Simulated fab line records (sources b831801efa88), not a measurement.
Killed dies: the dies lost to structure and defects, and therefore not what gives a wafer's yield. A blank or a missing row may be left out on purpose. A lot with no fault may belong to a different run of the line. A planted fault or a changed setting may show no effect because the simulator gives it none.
Matching of chambers    flow sky130    SKY_FIELD_ISO_ETCH_14 on rieDiel-02 has 4 sister chambers
The step etches BARC in N2/H2, stops on SiO2, time 45.9 s, target depth 60 nm. 4 wafers are shown with their chamber, then 11 later ones without.

## WAFERS PAIRED WITH THEIR CHAMBERS
wafer   chamber  oesProductAu (a.u.)
L854.5  1        0.865
L862.1  0        0.864
L862.6  2        0.862
L863.3  3        0.858

## WAFERS WITH NO CHAMBER GIVEN
wafer   oesProductAu (a.u.)
L863.4  0.872
L863.6  0.862
L868.1  0.868
L868.3  0.865
L868.6  0.861
L869.2  0.866
L869.5  0.874
L869.6  0.862
L870.2  0.866
L870.3  0.860
L870.5  0.862

## EACH ONE'S CHAMBER
wafer   from the rows above                in truth
L863.4  can't be placed: 1 or 0 or 2 or 3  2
L863.6  can't be placed: 2 or 0 or 1 or 3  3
L868.1  can't be placed: 1 or 0 or 2 or 3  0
L868.3  can't be placed: 1 or 0 or 2 or 3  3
L868.6  can't be placed: 2 or 0 or 3 or 1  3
L869.2  can't be placed: 1 or 0 or 2 or 3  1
L869.5  can't be placed: 1 or 0 or 2 or 3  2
L869.6  can't be placed: 2 or 0 or 1 or 3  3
L870.2  can't be placed: 1 or 0 or 2 or 3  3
L870.3  can't be placed: 2 or 3 or 0 or 1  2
L870.5  can't be placed: 2 or 0 or 1 or 3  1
0 of 11 placed correctly. Cannot be placed on the basis of these rows: 11; the candidates contain the true chamber in 11. Number placed wrongly: 0.
How it was worked out, from the rows above alone: a wafer's distance from a chamber is the root of the sum, over the readings, of the square of ((its reading less the chamber's mean) divided by the reading's scatter). If the next closest chamber is less than 2 further off than the closest, the wafer can't be placed; otherwise it belongs to the closest. For every chamber, the mean is computed from those of its wafers that are shown. The scatter (one wafer shown for each chamber): square how far every hidden wafer sits from the nearest shown wafer, average those squares and take the square root.
